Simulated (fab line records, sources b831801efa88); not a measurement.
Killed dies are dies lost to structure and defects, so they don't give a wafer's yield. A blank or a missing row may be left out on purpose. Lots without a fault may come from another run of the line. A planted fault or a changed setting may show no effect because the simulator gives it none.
Problem report in the 8D (eight disciplines) form, filled by code | flow gf180mcu | the parts of the form that need people (team, actions taken, sign-off) are left out

1. THE PROBLEM
cd_nm at GF_V2_CD_MEAS_14 reads a mean of 273.7 nm on 2 wafers of 2 lots; wafers without a fault read 259.3 nm with a standard deviation of 1.3. That is +11 standard deviations from the usual mean.
The step: target cd 260 nm.
First seen on wafer L120.6, day 25 06:14, on cd_sem-02. The record holds 39 wafers of 13 lots with a number at this step. Rule for "out", or "out of limits": more than 4 standard deviations from the usual mean. The other wafers with a number count as sound.

2. WHAT IT IS AND WHAT IT IS NOT
question                    | is                | is not
which readings at this step | cd_nm             | -
which lots                  | L120, L121        | L106, L107, L109, L110, L111, L113, L115, L123, L127, L128, L129
which wafers of those lots  | L120.6, L121.6    | L120.1, L120.5, L121.4, L121.5
read on which gauges        | cd_sem-02         | cd_sem-01
when                        | from day 25 06:14 | up to then (23 sound wafers); but 14 sound wafers of L121, L123, L127, L128, L129 came after

3. SUSPECTS, AND WHAT RULES EACH OUT
Counting: a tool at a process step up to the reading stays a suspect if it ran every lot that is out. Sound lots after the first of them don't rule it out here, since some wafers of a struck lot are sound.
- the gauge at GF_V2_CD_MEAS_14: kept. All the wafers that are out were read on cd_sem-02, and no step on other tools shows them out.
- krf_scanner-01 at GF_V2_EXPOSE_11 (exposes mask Via2, target cd 260 nm): kept. It ran every lot that is out, first L120 (day 24 19:18); its last sound lot up to then is L115 (day 23 02:20).
Left after counting: krf_scanner-01 at GF_V2_EXPOSE_11, cd_sem-02 at GF_V2_CD_MEAS_14.

4. THE CAUSE (what the simulator had put in)
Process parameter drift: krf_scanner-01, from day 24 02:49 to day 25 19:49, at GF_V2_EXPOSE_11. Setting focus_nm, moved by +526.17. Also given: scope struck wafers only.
Counting left 2 suspects, and this tool is among them.

5. THE CHAIN OF EFFECTS, in route order
Each row: a reading whose mean over the struck wafers that have a number lies more than 3 standard deviations from the usual. Only readings for which the record gives a usual standard deviation are gone through. hours: the time from each lot's start at the first step in this table that gives one to its start at this step, as a median over the lots. sigmas: the change in usual standard deviations.
hours | step             | reading | usual    | on struck wafers | change | sigmas
0     | GF_V2_CD_MEAS_14 | cd_nm   | 259.3 nm | 273.7            | +14.4  | +11

6. WHAT WOULD HAVE CAUGHT IT SOONER
In this record the first reading out of limits at a measuring or inspecting step was taken at day 25 06:14, 27 hours after the fault began at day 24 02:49.
Of the lots that are out (2), L121 began GF_V2_EXPOSE_11 on krf_scanner-01 after day 25 06:14. A hold on the tool at that time would have spared it.
